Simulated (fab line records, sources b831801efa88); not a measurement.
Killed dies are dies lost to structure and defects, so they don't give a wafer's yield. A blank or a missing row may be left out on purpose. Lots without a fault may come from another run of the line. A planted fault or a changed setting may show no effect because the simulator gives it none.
A struck lot beside a sound one | flow gf180mcu | 14 steps out of a route of 602
Sound: wafers L662.1, L662.2, L662.4. Struck: wafers L656.2, L656.4, L656.6. The cause comes at the end.
At each step with rows: each side's tool, then ch and its chambers, then its first start. Under that, the readings that differ: sound wafers | struck wafers | difference of the means | sigmas: that difference in standard deviations of wafers without a fault.
alike: readings whose means differ by less than 2 such deviations, and words and numbers that are the same on both sides. not compared: withheld readings, readings that some wafer has no value for, bounds like >300 that may hide the same value, and numbers for which the record gives no deviation and whose values overlap.
The two part at a step that has a row with sigmas, a row that says differs or no value, or rows on one side only. Numbers that don't overlap but have no deviation are shown without sigmas and don't part them. A reading that every wafer of one side lacks parts them only if that side has two wafers or more.

first, 4 steps without rows for these wafers: GF_V3_SOFTBAKE_10 (time 60 s); GF_V3_EXPOSE_11 (exposes mask Via3, target cd 260 nm); GF_V3_PEB_12 (peb time 90 s); GF_V3_DEVELOP_13 (develop time 60 s).
GF_V3_CD_MEAS_14: target cd 260 nm.
  sound on cd_sem-01, day 27 14:35; struck on cd_sem-02, day 25 21:28
  alike: cd_nm
GF_V3_OVL_MEAS_15:
  sound on overlay-02, day 27 14:42; struck on overlay-01, day 25 21:34
  alike: V3_OVL
GF_V3_ETCH_16: etches BARC in N2/H2.
  sound on rie_diel-04 ch 1,2,3, day 27 14:44; struck on rie_diel-02 ch 0,2,3, day 25 21:35
  alike: drypump_motor_current_A, oes_product_au, throttle_valve_pct
GF_V3_ETCH_17: etches SiO2 in C4F8/O2/Ar, stops on TiN, target depth 635 nm.
  sound on rie_diel-04 ch 1,2,3; struck on rie_diel-02 ch 0,2,3
  alike: oes_product_au
GF_V3_STRIP_18: strips in O2/N2.
  sound on plasma_asher-04 ch 0,1, day 27 14:52; struck on plasma_asher-04 ch 0,1, day 25 21:43
  alike: drypump_motor_current_A, heater_power_w, oes_product_au, platen_temp_c
  not compared: rf_hours_counter_h
then, 2 steps without rows for these wafers: GF_V3_STRIP_19 (strips in post etch residue remover, time 1200 s); GF_V3_CLEAN_20 (cleans in DIW).
GF_V3_SPUTTER_21: material Ti, target thk 15 nm, time 80.02 s.
  sound on pvd_sputter-04, day 27 15:26; struck on pvd_sputter-01, day 25 22:15
  alike: cathode_dc_power_W, throttle_valve_pct
GF_V3_SPUTTER_22: material TiN, target thk 10 nm, time 40 s.
  sound on pvd_sputter-04, day 27 15:29; struck on pvd_sputter-01, day 25 22:19
  reading                                | sound                | struck               | difference | sigmas
  cathode_dc_power_W (W)                 | 4000.4 4000.7 4000.6 | 4402.0 4402.1 4401.2 | +401.2     | +99 or more
  model.TiN_of_V3_SPUTTER_22.thk_nm (nm) | 9.787 10.07 10.15    | 10.64 10.63 10.91    | +0.72      |
  alike: throttle_valve_pct
GF_V3_CVD_23: deposits W, target thk 350 nm, time 104.9 s.
  sound on cvd_w-02 ch 0,1, day 27 15:32; struck on cvd_w-02 ch 0,1, day 25 22:21
  alike: heater_power_w

WHERE THEY PART
Only at GF_V3_SPUTTER_22, within this record. Later steps at which nothing parts them and some readings are alike: GF_V3_CVD_23.

WHY: what the simulator had put in
Process parameter drift: pvd_sputter-01, from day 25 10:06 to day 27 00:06, at GF_V3_SPUTTER_22. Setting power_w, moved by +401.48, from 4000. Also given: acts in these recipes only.
